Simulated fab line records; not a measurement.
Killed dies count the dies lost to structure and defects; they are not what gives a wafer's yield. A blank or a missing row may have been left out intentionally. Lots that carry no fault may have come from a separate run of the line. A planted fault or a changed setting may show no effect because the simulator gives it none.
fab line records / flow sky130
record lots=5 wafers=15 last_day=49
route steps=708 shown LDD_LDN@294 SPACER@304 POLY_CUT@307
lots untouched by any fault: they come from a run of this same line in which no faults occurred
start_h: the number of hours between the record's first day and the start of the first shown wafer of the lot / wait_h: hours from the lot's prior step to this one / " the same as in the row above / L1.1+2: several wafers, shown together as one row / - either no value or no given start / * or withheld: withheld / < > ~ a bound
route shown NAME@n: a module of which the file shows steps, and the number in the route of the first / usual: average and standard deviation across the fault-free wafers / same: alike in all rows / chamber/n: place in a boat / sites: each site's reading / _std_site: the values' standard deviation / _edge_site: the outer-site mean with the inner-site mean subtracted / radius_mm: for every site, how far away it sits from the centre of the wafer / mask NAME#n: copy n / behind: the most recent tool/chamber to have shaped the wafer / hold: cause of the lot's hold/its duration in hours/its outcome / device: names the non-switching transistor (n, p or np) / end of line: the tests these same wafers got at the end of their route / a step given without rows: its recipe and nothing more / killed: dies that structure and defects cost at the first sort, which is not the same as the wafer's yield / map: a wafer's dies, marking killed ones x, the rest . and places with no die _
set.NAME: setting as actually run; set.NAME@STEP: the setting as run at that earlier step / model.NAME: the simulator's own value behind a step, which no gauge read
lots at selected steps of the route; one table per step, one row per wafer
services: when a tool's chamber went out of use (start_h, in hours from the record's first day, below 0 if earlier), for how many hours, and the reason
## steps
# step SKY_LDD_LDN_PEB_05
# recipe temp_c=withheld time_s=* resist=NOVOLAK
# step SKY_LDD_LDN_DEVELOP_06
# recipe resist=NOVOLAK developer=TMAH develop_time_s=60 dev_temp_c=23
# step SKY_LDD_LDN_OVL_MEAS_07
# usual LDD_LDN_OVL=0.7/1.3
lot.wafer=L395.1 tool=overlay-01 chamber=- start_h=533.64 wait_h=0.1 LDD_LDN_OVL[nm]=1.2
lot.wafer=L395.5 tool=overlay-01 chamber=- start_h=533.64 wait_h=0.1 LDD_LDN_OVL[nm]=-0.3
lot.wafer=L395.6 tool=overlay-01 chamber=- start_h=533.64 wait_h=0.1 LDD_LDN_OVL[nm]=1.4
lot.wafer=L406.1 tool=overlay-02 chamber=- start_h=628.54 wait_h=0.1 LDD_LDN_OVL[nm]=1.8
lot.wafer=L406.2 tool=overlay-02 chamber=- start_h=628.54 wait_h=0.1 LDD_LDN_OVL[nm]=1.5
lot.wafer=L406.5 tool=overlay-02 chamber=- start_h=628.54 wait_h=0.1 LDD_LDN_OVL[nm]=1.3
lot.wafer=L408.1 tool=overlay-01 chamber=- start_h=644.33 wait_h=0.1 LDD_LDN_OVL[nm]=1.7
lot.wafer=L408.2 tool=overlay-01 chamber=- start_h=644.33 wait_h=0.1 LDD_LDN_OVL[nm]=2.2
lot.wafer=L408.4 tool=overlay-01 chamber=- start_h=644.33 wait_h=0.1 LDD_LDN_OVL[nm]=0.5
lot.wafer=L410.1 tool=overlay-01 chamber=- start_h=666.99 wait_h=0.1 LDD_LDN_OVL[nm]=1.9
lot.wafer=L410.3 tool=overlay-01 chamber=- start_h=666.99 wait_h=0.1 LDD_LDN_OVL[nm]=3.8
lot.wafer=L410.4 tool=overlay-01 chamber=- start_h=666.99 wait_h=0.1 LDD_LDN_OVL[nm]=2.6
lot.wafer=L411.2 tool=overlay-01 chamber=- start_h=668.89 wait_h=0.1 LDD_LDN_OVL[nm]=-0.2
lot.wafer=L411.3 tool=overlay-01 chamber=- start_h=668.89 wait_h=0.1 LDD_LDN_OVL[nm]=1.2
lot.wafer=L411.6 tool=overlay-01 chamber=- start_h=668.89 wait_h=0.1 LDD_LDN_OVL[nm]=2.4
# step SKY_LDD_LDN_IMPLANT_08
# recipe species=As energy_kev=15 dose_cm2=1.25e+13 tilt_deg=withheld rotation_deg=23
# step SKY_LDD_LDN_IMPLANT_09
# recipe species=As energy_kev=15 dose_cm2=1.25e+13 tilt_deg=withheld rotation_deg=113
# step SKY_LDD_LDN_IMPLANT_10
# recipe species=As energy_kev=15 dose_cm2=1.25e+13 tilt_deg=withheld rotation_deg=203
# step SKY_LDD_LDN_IMPLANT_11
# recipe species=As energy_kev=15 dose_cm2=1.25e+13 tilt_deg=withheld rotation_deg=293
# step SKY_LDD_LDN_STRIP_12
# recipe chemistry=O2/N2 power_w=1400 pressure_mtorr=1500 platen_temp_c=withheld o2_flow_sccm=3000 n2_flow_sccm=300 overash_fraction=0.5
# usual drypump_motor_current_A=5.9/0.76 oes_product_au=0.716/0.0044 strip_time_to_endpoint_s=14.19/0.044
lot.wafer=L395.1 tool=plasma_asher-02 chamber=0 start_h=534.28 wait_h=0.1 drypump_motor_current_A=4.8 oes_product_au=0.718 rf_hours_counter_h=73 strip_time_to_endpoint_s=14.20
lot.wafer=L395.5 tool=plasma_asher-02 chamber=1 start_h=534.28 wait_h=0.1 drypump_motor_current_A=5.0 oes_product_au=0.715 rf_hours_counter_h=- strip_time_to_endpoint_s=14.17
lot.wafer=L395.6 tool=plasma_asher-02 chamber=0 start_h=534.28 wait_h=0.1 drypump_motor_current_A=4.8 oes_product_au=0.713 rf_hours_counter_h=- strip_time_to_endpoint_s=14.21
lot.wafer=L406.1 tool=plasma_asher-02 chamber=1 start_h=629.18 wait_h=0.1 drypump_motor_current_A=5.0 oes_product_au=0.712 rf_hours_counter_h=83 strip_time_to_endpoint_s=14.17
lot.wafer=L406.2 tool=plasma_asher-02 chamber=0 start_h=629.18 wait_h=0.1 drypump_motor_current_A=4.8 oes_product_au=0.719 rf_hours_counter_h=83 strip_time_to_endpoint_s=14.17
lot.wafer=L406.5 tool=plasma_asher-02 chamber=1 start_h=629.18 wait_h=0.1 drypump_motor_current_A=5.1 oes_product_au=0.713 rf_hours_counter_h=- strip_time_to_endpoint_s=14.17
lot.wafer=L408.1 tool=plasma_asher-02 chamber=1 start_h=644.97 wait_h=0.1 drypump_motor_current_A=5.0 oes_product_au=0.721 rf_hours_counter_h=84 strip_time_to_endpoint_s=14.21
lot.wafer=L408.2 tool=plasma_asher-02 chamber=0 start_h=644.97 wait_h=0.1 drypump_motor_current_A=4.8 oes_product_au=0.709 rf_hours_counter_h=84 strip_time_to_endpoint_s=14.18
lot.wafer=L408.4 tool=plasma_asher-02 chamber=0 start_h=644.97 wait_h=0.1 drypump_motor_current_A=4.8 oes_product_au=0.702 rf_hours_counter_h=- strip_time_to_endpoint_s=14.20
lot.wafer=L410.1 tool=plasma_asher-01 chamber=0 start_h=667.63 wait_h=0.1 drypump_motor_current_A=5.9 oes_product_au=0.716 rf_hours_counter_h=25 strip_time_to_endpoint_s=14.24
lot.wafer=L410.3 tool=plasma_asher-01 chamber=0 start_h=667.63 wait_h=0.1 drypump_motor_current_A=5.9 oes_product_au=0.711 rf_hours_counter_h=- strip_time_to_endpoint_s=14.27
lot.wafer=L410.4 tool=plasma_asher-01 chamber=1 start_h=667.63 wait_h=0.1 drypump_motor_current_A=6.6 oes_product_au=0.718 rf_hours_counter_h=- strip_time_to_endpoint_s=14.25
lot.wafer=L411.2 tool=plasma_asher-01 chamber=0 start_h=669.52 wait_h=0.1 drypump_motor_current_A=5.9 oes_product_au=0.715 rf_hours_counter_h=25 strip_time_to_endpoint_s=14.20
lot.wafer=L411.3 tool=plasma_asher-01 chamber=0 start_h=669.52 wait_h=0.1 drypump_motor_current_A=5.9 oes_product_au=0.718 rf_hours_counter_h=- strip_time_to_endpoint_s=14.22
lot.wafer=L411.6 tool=plasma_asher-01 chamber=0 start_h=669.52 wait_h=0.1 drypump_motor_current_A=5.9 oes_product_au=0.709 rf_hours_counter_h=- strip_time_to_endpoint_s=14.19
# step SKY_LDD_LDN_TW_MEAS_13
# usual LDD_LDN_TW=1486/15
lot.wafer=L395.1 tool=film_metro-03 chamber=- start_h=534.38 wait_h=0.1 LDD_LDN_TW=1469
lot.wafer=L395.5 tool=film_metro-03 chamber=- start_h=534.38 wait_h=0.1 LDD_LDN_TW=1471
lot.wafer=L395.6 tool=film_metro-03 chamber=- start_h=534.38 wait_h=0.1 LDD_LDN_TW=1469
lot.wafer=L406.1 tool=film_metro-01 chamber=- start_h=629.28 wait_h=0.1 LDD_LDN_TW=1495
lot.wafer=L406.2 tool=film_metro-01 chamber=- start_h=629.28 wait_h=0.1 LDD_LDN_TW=1488
lot.wafer=L406.5 tool=film_metro-01 chamber=- start_h=629.28 wait_h=0.1 LDD_LDN_TW=1497
lot.wafer=L408.1 tool=film_metro-03 chamber=- start_h=645.07 wait_h=0.1 LDD_LDN_TW=1468
lot.wafer=L408.2 tool=film_metro-03 chamber=- start_h=645.07 wait_h=0.1 LDD_LDN_TW=1466
lot.wafer=L408.4 tool=film_metro-03 chamber=- start_h=645.07 wait_h=0.1 LDD_LDN_TW=1464
lot.wafer=L410.1 tool=film_metro-01 chamber=- start_h=667.73 wait_h=0.1 LDD_LDN_TW=1505
lot.wafer=L410.3 tool=film_metro-01 chamber=- start_h=667.73 wait_h=0.1 LDD_LDN_TW=1497
lot.wafer=L410.4 tool=film_metro-01 chamber=- start_h=667.73 wait_h=0.1 LDD_LDN_TW=1508
lot.wafer=L411.2 tool=film_metro-02 chamber=- start_h=669.63 wait_h=0.1 LDD_LDN_TW=1487
lot.wafer=L411.3 tool=film_metro-02 chamber=- start_h=669.63 wait_h=0.1 LDD_LDN_TW=1478
lot.wafer=L411.6 tool=film_metro-02 chamber=- start_h=669.63 wait_h=0.1 LDD_LDN_TW=1490
# step SKY_LDD_LDN_CLEAN_14
# recipe chemistry=SC1/SC2 mix=1:4:20 temp_c=70 time_s=150 dry=n2_spin
# step SKY_SPACER_CVD_00
# recipe material=Si3N4 precursor=DCS/NH3 target_thk_nm=43.1 temp_c=770 time_s=740 pressure_mtorr=250
# step SKY_SPACER_THK_MEAS_01
# recipe reads=Si3N4_of_SPACER_CVD_00
# usual SPACER_CVD_00_THK=43.1/0.36
lot.wafer=L395.1 tool=film_metro-04 chamber=- start_h=535.69 wait_h=0.0 SPACER_CVD_00_THK[nm]=42.2
lot.wafer=L395.5 tool=film_metro-04 chamber=- start_h=535.69 wait_h=0.0 SPACER_CVD_00_THK[nm]=42.3
lot.wafer=L395.6 tool=film_metro-04 chamber=- start_h=535.69 wait_h=0.0 SPACER_CVD_00_THK[nm]=42.8
lot.wafer=L406.1 tool=film_metro-03 chamber=- start_h=631.70 wait_h=0.0 SPACER_CVD_00_THK[nm]=43.2
lot.wafer=L406.2 tool=film_metro-03 chamber=- start_h=631.70 wait_h=0.0 SPACER_CVD_00_THK[nm]=43.3
lot.wafer=L406.5 tool=film_metro-03 chamber=- start_h=631.70 wait_h=0.0 SPACER_CVD_00_THK[nm]=43.3
lot.wafer=L408.1 tool=film_metro-02 chamber=- start_h=646.38 wait_h=0.0 SPACER_CVD_00_THK[nm]=42.7
lot.wafer=L408.2 tool=film_metro-02 chamber=- start_h=646.38 wait_h=0.0 SPACER_CVD_00_THK[nm]=42.9
lot.wafer=L408.4 tool=film_metro-02 chamber=- start_h=646.38 wait_h=0.0 SPACER_CVD_00_THK[nm]=43.2
lot.wafer=L410.1 tool=film_metro-02 chamber=- start_h=669.05 wait_h=0.0 SPACER_CVD_00_THK[nm]=43.6
lot.wafer=L410.3 tool=film_metro-02 chamber=- start_h=669.05 wait_h=0.0 SPACER_CVD_00_THK[nm]=43.9
lot.wafer=L410.4 tool=film_metro-02 chamber=- start_h=669.05 wait_h=0.0 SPACER_CVD_00_THK[nm]=43.6
lot.wafer=L411.2 tool=film_metro-02 chamber=- start_h=670.95 wait_h=0.0 SPACER_CVD_00_THK[nm]=43.3
lot.wafer=L411.3 tool=film_metro-02 chamber=- start_h=670.95 wait_h=0.0 SPACER_CVD_00_THK[nm]=43.3
lot.wafer=L411.6 tool=film_metro-02 chamber=- start_h=670.95 wait_h=0.0 SPACER_CVD_00_THK[nm]=43.5
# step SKY_SPACER_ETCHBACK_02
# recipe chemistry=CH3F/O2 target=Si3N4 stop_on=SiO2 source_w=400 bias_w=80 pressure_mtorr=25 ch3f_flow_sccm=40 O2_flow_sccm=30 time_s=46.7 target_depth_a=450
# usual drypump_motor_current_A=5.7/0.43 oes_product_au=0.855/0.0058 throttle_valve_pct=10.563/0.009
lot.wafer=L395.1 tool=rie_diel-02 chamber=0 start_h=535.75 wait_h=0.1 drypump_motor_current_A=5.7 oes_product_au=0.847 rf_hours_counter_h=58 throttle_valve_pct=10.560 model.SiO2_of_SONOS_ONO_CVD_04.thk_nm=4.18
lot.wafer=L395.5 tool=rie_diel-02 chamber=0 start_h=535.75 wait_h=0.1 drypump_motor_current_A=5.7 oes_product_au=0.836 rf_hours_counter_h=- throttle_valve_pct=10.554 model.SiO2_of_SONOS_ONO_CVD_04.thk_nm=4.087
lot.wafer=L395.6 tool=rie_diel-02 chamber=1 start_h=535.75 wait_h=0.1 drypump_motor_current_A=5.5 oes_product_au=0.847 rf_hours_counter_h=- throttle_valve_pct=10.564 model.SiO2_of_SONOS_ONO_CVD_04.thk_nm=4.186
lot.wafer=L406.1 tool=rie_diel-02 chamber=1 start_h=631.76 wait_h=0.1 drypump_motor_current_A=5.5 oes_product_au=0.849 rf_hours_counter_h=5 throttle_valve_pct=10.560 model.SiO2_of_SONOS_ONO_CVD_04.thk_nm=4.077
lot.wafer=L406.2 tool=rie_diel-02 chamber=0 start_h=631.76 wait_h=0.1 drypump_motor_current_A=5.7 oes_product_au=0.855 rf_hours_counter_h=59 throttle_valve_pct=10.572 model.SiO2_of_SONOS_ONO_CVD_04.thk_nm=3.969
lot.wafer=L406.5 tool=rie_diel-02 chamber=1 start_h=631.76 wait_h=0.1 drypump_motor_current_A=5.5 oes_product_au=0.855 rf_hours_counter_h=- throttle_valve_pct=10.559 model.SiO2_of_SONOS_ONO_CVD_04.thk_nm=4.111
lot.wafer=L408.1 tool=rie_diel-02 chamber=1 start_h=646.44 wait_h=0.1 drypump_motor_current_A=5.5 oes_product_au=0.851 rf_hours_counter_h=5 throttle_valve_pct=10.577 model.SiO2_of_SONOS_ONO_CVD_04.thk_nm=3.951
lot.wafer=L408.2 tool=rie_diel-02 chamber=3 start_h=646.44 wait_h=0.1 drypump_motor_current_A=5.7 oes_product_au=0.847 rf_hours_counter_h=1 throttle_valve_pct=10.546 model.SiO2_of_SONOS_ONO_CVD_04.thk_nm=4
lot.wafer=L408.4 tool=rie_diel-02 chamber=2 start_h=646.44 wait_h=0.1 drypump_motor_current_A=6.4 oes_product_au=0.857 rf_hours_counter_h=33 throttle_valve_pct=10.567 model.SiO2_of_SONOS_ONO_CVD_04.thk_nm=0
lot.wafer=L410.1 tool=rie_diel-04 chamber=3 start_h=669.11 wait_h=0.1 drypump_motor_current_A=5.3 oes_product_au=0.862 rf_hours_counter_h=4 throttle_valve_pct=10.554 model.SiO2_of_SONOS_ONO_CVD_04.thk_nm=4.102
lot.wafer=L410.3 tool=rie_diel-04 chamber=0 start_h=669.11 wait_h=0.1 drypump_motor_current_A=6.0 oes_product_au=0.861 rf_hours_counter_h=22 throttle_valve_pct=10.570 model.SiO2_of_SONOS_ONO_CVD_04.thk_nm=4.096
lot.wafer=L410.4 tool=rie_diel-04 chamber=1 start_h=669.11 wait_h=0.1 drypump_motor_current_A=4.9 oes_product_au=0.860 rf_hours_counter_h=8 throttle_valve_pct=10.561 model.SiO2_of_SONOS_ONO_CVD_04.thk_nm=4.124
lot.wafer=L411.2 tool=rie_diel-04 chamber=3 start_h=671.00 wait_h=0.0 drypump_motor_current_A=5.3 oes_product_au=0.851 rf_hours_counter_h=4 throttle_valve_pct=10.569 model.SiO2_of_SONOS_ONO_CVD_04.thk_nm=4.109
lot.wafer=L411.3 tool=rie_diel-04 chamber=1 start_h=671.00 wait_h=0.0 drypump_motor_current_A=4.9 oes_product_au=0.853 rf_hours_counter_h=8 throttle_valve_pct=10.567 model.SiO2_of_SONOS_ONO_CVD_04.thk_nm=4.246
lot.wafer=L411.6 tool=rie_diel-04 chamber=0 start_h=671.00 wait_h=0.0 drypump_motor_current_A=6.0 oes_product_au=0.856 rf_hours_counter_h=- throttle_valve_pct=10.569 model.SiO2_of_SONOS_ONO_CVD_04.thk_nm=4.098
# step SKY_POLY_CUT_DEHYDRATE_00
# recipe temp_c=200 time_s=60
## services
tool=rie_diel-04 chamber=- start_h=511.24 hours=4.3 kind=pm
tool=plasma_asher-02 chamber=- start_h=517.88 hours=1.7 kind=repair
tool=rie_diel-02 chamber=0 start_h=518.10 hours=8.6 kind=repair
tool=rie_diel-04 chamber=- start_h=523.70 hours=1.0 kind=repair
tool=rie_diel-04 chamber=0 start_h=528.08 hours=8.5 kind=repair
tool=rie_diel-02 chamber=3 start_h=562.32 hours=- kind=clean
tool=rie_diel-02 chamber=3 start_h=562.32 hours=26.2 kind=scheduled_down
tool=rie_diel-02 chamber=3 start_h=562.32 hours=26.2 kind=vent_cycle
tool=rie_diel-04 chamber=- start_h=563.93 hours=0.4 kind=repair
tool=rie_diel-04 chamber=0 start_h=570.73 hours=5.7 kind=repair
tool=rie_diel-04 chamber=3 start_h=583.79 hours=5.0 kind=repair
tool=rie_diel-04 chamber=3 start_h=591.40 hours=26.6 kind=repair
tool=rie_diel-04 chamber=- start_h=598.07 hours=0.2 kind=repair
tool=rie_diel-02 chamber=3 start_h=614.29 hours=6.9 kind=repair
tool=rie_diel-02 chamber=1 start_h=655.63 hours=4.6 kind=repair
tool=rie_diel-02 chamber=0 start_h=660.19 hours=- kind=clean
tool=rie_diel-02 chamber=0 start_h=660.19 hours=16.5 kind=scheduled_down
tool=rie_diel-02 chamber=0 start_h=660.19 hours=16.5 kind=vent_cycle
## key
first_sign none at tools or gauges
model_effect step=SKY_SPACER_ETCHBACK_02 value=SiO2_of_SONOS_ONO_CVD_04.thk_nm without=4.032 struck=0
met_at SKY_SPACER_ETCHBACK_02
struck_wafers L408.4
later_rows_left_out L408.4
sort_left_out L408.4
tester_left_out L408
fault kind=process_parameter_drift tool=rie_diel-02 chamber=2 onset_h=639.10 steps=SKY_SPACER_ETCHBACK_02 channel=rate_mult offset=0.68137 shape=step end_h=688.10
# tester_left_out: of these lots the tester's yield and bins aren't shown, on N5 and GAA mostly nor the transistor test; their killed dies are dies lost to structure and defects alone, not to doping, threshold or leakage, so they don't give the yield
# sort_left_out: the simulated sort isn't trusted on such a fault, so these wafers' sort isn't shown, and their yield isn't known
# later_rows_left_out: the simulator's readings of these wafers behind a module that went badly wrong aren't trusted and aren't shown, but for the sort
